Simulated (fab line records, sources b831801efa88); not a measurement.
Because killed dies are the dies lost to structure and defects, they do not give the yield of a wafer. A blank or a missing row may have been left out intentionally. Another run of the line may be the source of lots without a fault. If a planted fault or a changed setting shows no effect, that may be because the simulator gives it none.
The same fault as seen by 2 desks -- flow gf180mcu -- numbers are kept per desk, each desk with only its own; the story behind them comes last

== FOR THE TOOL OWNER'S DESK: cvdW-02 ==
The tool's own readings at GF_V5_CVD_23 (deposits W, target thk 350 nm, time 104.9 s): means of the sampled wafers that have a number, for each lot that ran on this tool. Marked OUT: a lot whose mean sits more than 4 standard deviations from the usual mean, which makes it out of limits; the brackets give that distance.
Columns: A = chamberPressureTorr at GF_V5_CVD_23, usual 39.99 Torr; B = heaterPowerOuterW at GF_V5_CVD_23, usual 563 W; C = heaterPowerW at GF_V5_CVD_23, usual 893 W
lot,first seen here,A,B,C
L637,day 30 01:29,40.07,568,907
L643,day 31 17:41,40.06,582,911
L648,day 32 21:08,39.05 (-12) OUT,575,889
L651,day 33 13:44,39.15 (-10) OUT,579,883
Finding of this desk: L648, L651 out of limits; the first was L648 at day 32 21:08, on chamberPressureTorr at GF_V5_CVD_23. In limits: L637, L643.

== METROLOGY DESK ==
Lot by lot, what the gauges showed, no matter which tool ran the lot: averages of those sampled wafers that carry a number. Marked OUT: a lot whose mean sits more than 4 standard deviations from the usual mean, which makes it out of limits; the brackets give that distance.
Columns: A = cdNm at GF_V5_CD_MEAS_14, usual 260.1 nm; B = V5_OVL at GF_V5_OVL_MEAS_15, usual 1 nm; C = V5_W_RS at GF_V5_RS_MEAS_24, usual 0.330 ohm/sq
lot,first seen here,A,B,C
L637,day 30 00:34,259.7,-3,0.329
L642,day 31 09:05,260.9,-11,0.331
L643,day 31 16:44,261.4,-2,0.327
L647,day 32 16:48,260.7,1,0.330
L648,day 32 20:13,259.3,1,0.330
L651,day 33 12:49,260.2,-3,0.329
This desk found nothing out of limits on any of the 6 lots.

== TAKEN TOGETHER ==
The tool owner's desk could have raised an alarm at day 32 21:08, on L648, L651.
At the metrology desk, nothing out of limits was observed.
The metrology desk holds a record of L648, L651, inside its limits.
GF_V5_CVD_23 was run on cvdW-02 by each of the lots named.

== WHAT THE SIMULATOR HAD INSERTED ==
cvdW-02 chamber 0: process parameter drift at GF_V5_CVD_23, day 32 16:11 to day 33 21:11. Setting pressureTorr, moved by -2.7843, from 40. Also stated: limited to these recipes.
Lots struck among those shown: L648, L651.
Each desk's first reading out of limits, in hours after the fault started: the tool owner's desk, 5.
